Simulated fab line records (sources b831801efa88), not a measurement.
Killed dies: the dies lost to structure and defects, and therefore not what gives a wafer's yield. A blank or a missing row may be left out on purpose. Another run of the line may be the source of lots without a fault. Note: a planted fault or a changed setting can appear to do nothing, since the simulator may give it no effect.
Chamber matching || flow gf180mcu || GF_MIM_CVD_05 on pecvd-02 has 3 sister chambers
The step deposits Si3N4, target thk 42 nm, time 29.086 s. 3 wafers are shown with their chamber, then 12 later ones without.

## EACH WAFER AND ITS CHAMBER
{"wafer": "L087.2", "chamber": 2, "heater-power-w (W)": 590}
{"wafer": "L089.5", "chamber": 0, "heater-power-w (W)": 516}
{"wafer": "L089.6", "chamber": 1, "heater-power-w (W)": 366}

## WAFERS WITHOUT THEIR CHAMBER
{"wafer": "L092.1", "heater-power-w (W)": 404}
{"wafer": "L092.3", "heater-power-w (W)": 604}
{"wafer": "L092.5", "heater-power-w (W)": 609}
{"wafer": "L093.1", "heater-power-w (W)": 484}
{"wafer": "L093.2", "heater-power-w (W)": 565}
{"wafer": "L093.4", "heater-power-w (W)": 561}
{"wafer": "L096.3", "heater-power-w (W)": 370}
{"wafer": "L096.4", "heater-power-w (W)": 370}
{"wafer": "L096.6", "heater-power-w (W)": 576}
{"wafer": "L097.2", "heater-power-w (W)": 558}
{"wafer": "L097.5", "heater-power-w (W)": 570}
{"wafer": "L097.6", "heater-power-w (W)": 563}

## CHAMBER TAKEN BY EACH
{"wafer": "L092.1", "from the rows above": 1, "in truth": 1}
{"wafer": "L092.3", "from the rows above": 2, "in truth": 2}
{"wafer": "L092.5", "from the rows above": 2, "in truth": 2}
{"wafer": "L093.1", "from the rows above": 0, "in truth": 0}
{"wafer": "L093.2", "from the rows above": "can't be placed: 2 or 0", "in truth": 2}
{"wafer": "L093.4", "from the rows above": "can't be placed: 2 or 0", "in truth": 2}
{"wafer": "L096.3", "from the rows above": 1, "in truth": 1}
{"wafer": "L096.4", "from the rows above": 1, "in truth": 1}
{"wafer": "L096.6", "from the rows above": "can't be placed: 2 or 0", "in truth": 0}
{"wafer": "L097.2", "from the rows above": "can't be placed: 2 or 0", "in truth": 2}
{"wafer": "L097.5", "from the rows above": "can't be placed: 2 or 0", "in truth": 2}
{"wafer": "L097.6", "from the rows above": "can't be placed: 2 or 0", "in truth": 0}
Correctly placed: 6 of 12. Cannot be placed on the basis of these rows: 6; the candidates contain the true chamber in 6. Placed wrongly: 0.
How it was worked out, from the rows above alone: a wafer's distance from a chamber is the root of the sum, over the readings, of the square of ((its reading less the chamber's mean) divided by the reading's scatter). If the next closest chamber is less than 2 further off than the closest, the wafer can't be placed; otherwise it belongs to the closest. For every chamber, the mean is computed from those of its wafers that are shown. The scatter: with one shown wafer a chamber, the root of the mean of the squares of how far each hidden wafer lies from its nearest shown one.
